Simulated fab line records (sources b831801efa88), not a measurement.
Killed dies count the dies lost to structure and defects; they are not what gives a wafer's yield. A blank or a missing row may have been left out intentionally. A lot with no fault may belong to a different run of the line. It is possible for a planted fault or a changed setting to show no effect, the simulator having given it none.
Problem report in the 8D (eight disciplines) form, filled by code + flow gf180mcu + the parts of the form that need people (team, actions taken, sign-off) are left out

== 1. THE PROBLEM ==
PASSIVATION_CVD_00_THK at GF_PASSIVATION_THK_MEAS_01 reads a mean of 903 nm on 6 wafers of 4 lots; wafers without a fault read 1000 nm with a standard deviation of 13. That puts it -7.4 standard deviations away from the usual mean.
The first sign was on wafer L576.1 at day 31 22:02, on filmMetro-01. The record has a number at this step for 36 wafers belonging to 12 lots. By rule, "out" or "out of limits" means more than 4 standard deviations away from the usual mean. The other wafers with a number count as sound.

== 2. WHAT THIS IS AND IS NOT ==
| question                    | is                                             | is not                                                                                       |
|-----------------------------|------------------------------------------------|----------------------------------------------------------------------------------------------|
| which readings at this step | PASSIVATION_CVD_00_THK                         | -                                                                                            |
| which lots                  | L576, L577, L578, L579                         | L564, L565, L567, L568, L571, L572, L583, L584                                               |
| which wafers of those lots  | L576.1, L577.1, L577.5, L578.3, L578.5, L579.5 | L576.2, L576.4, L577.3, L578.2, L579.1, L579.3                                               |
| read on which gauges        | filmMetro-01, filmMetro-04                     | filmMetro-02                                                                                 |
| when                        | from day 31 22:02                              | up to then (20 sound wafers); but 10 sound wafers of L577, L578, L579, L583, L584 came after |

== 3. WHAT RULES OUT EACH SUSPECT ==
Counting: any tool at a process step up to the reading remains a suspect provided it ran every lot that is out. Sound lots after the first of them don't rule it out here, since some wafers of a struck lot are sound.
- the gauge at GF_PASSIVATION_THK_MEAS_01: ruled out. The wafers that are out were read on 2 gauges (filmMetro-01, filmMetro-04).
- pecvd-03 at GF_PASSIVATION_CVD_00 (deposits SiO2 from TEOS, target thk 1000 nm, time 111.95 s): kept. It processed each lot that is out (first: L576, day 31 21:57); up to then, its last sound lot is L572 (day 30 22:25).
- In pecvd-03 at GF_PASSIVATION_CVD_00, the wafers that are out were processed in chamber 0 and their sound lot-mates in chambers 1, 2.
The count leaves pecvd-03 at GF_PASSIVATION_CVD_00.

== 4. THE CAUSE (what the simulator had put in) ==
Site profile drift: pecvd-03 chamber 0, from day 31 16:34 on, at GF_PASSIVATION_CVD_00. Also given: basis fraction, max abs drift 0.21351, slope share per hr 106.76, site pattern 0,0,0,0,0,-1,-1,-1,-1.
Counting left only this tool.

== 5. THE CHAIN OF EFFECTS, in route order ==
One row per reading whose mean, taken over the struck wafers that have a number, lies over 3 standard deviations from the usual. Readings are gone through only where the record gives a usual standard deviation; hours: the median, over the lots, of the time from a lot's start at the first step in this table giving one to that lot's start at this step; sigmas: the change measured in usual standard deviations.
| hours | step                       | reading                | usual      | on struck wafers | change | sigmas |
|-------|----------------------------|------------------------|------------|------------------|--------|--------|
| 0     | GF_PASSIVATION_THK_MEAS_01 | PASSIVATION_CVD_00_THK | 1000 nm    | 903              | -97    | -7.4   |
| 17    | GF_PASSIVATION_ETCH_11     | oesProductAu           | 0.964 a.u. | 0.933            | -0.031 | -4.2   |
Its process steps:
- GF_PASSIVATION_ETCH_11: etches the open film in CF4/O2, stops on TiN, target depth 1800 nm, time 400 s.
Later steps that measure or inspect, where all struck wafers having a row at the step show a number for every such reading and not one has moved that far: GF_PASSIVATION_THK_MEAS_03.

== 6. HOW IT WOULD HAVE BEEN CAUGHT EARLIER ==
The first out-of-limits reading at a measuring or inspecting step in this record came at day 31 22:02, 5 hours after the fault's start at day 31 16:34.
An alarm limit of 4 standard deviations would not have fired on the tool readings at GF_PASSIVATION_CVD_00 for which the record gives a usual standard deviation, since none of them was out on any struck wafer.
Lots out: 4; of these, L577, L578, L579 started GF_PASSIVATION_CVD_00 on pecvd-03 after day 31 22:02. A hold on the tool at that time would have spared those 3.
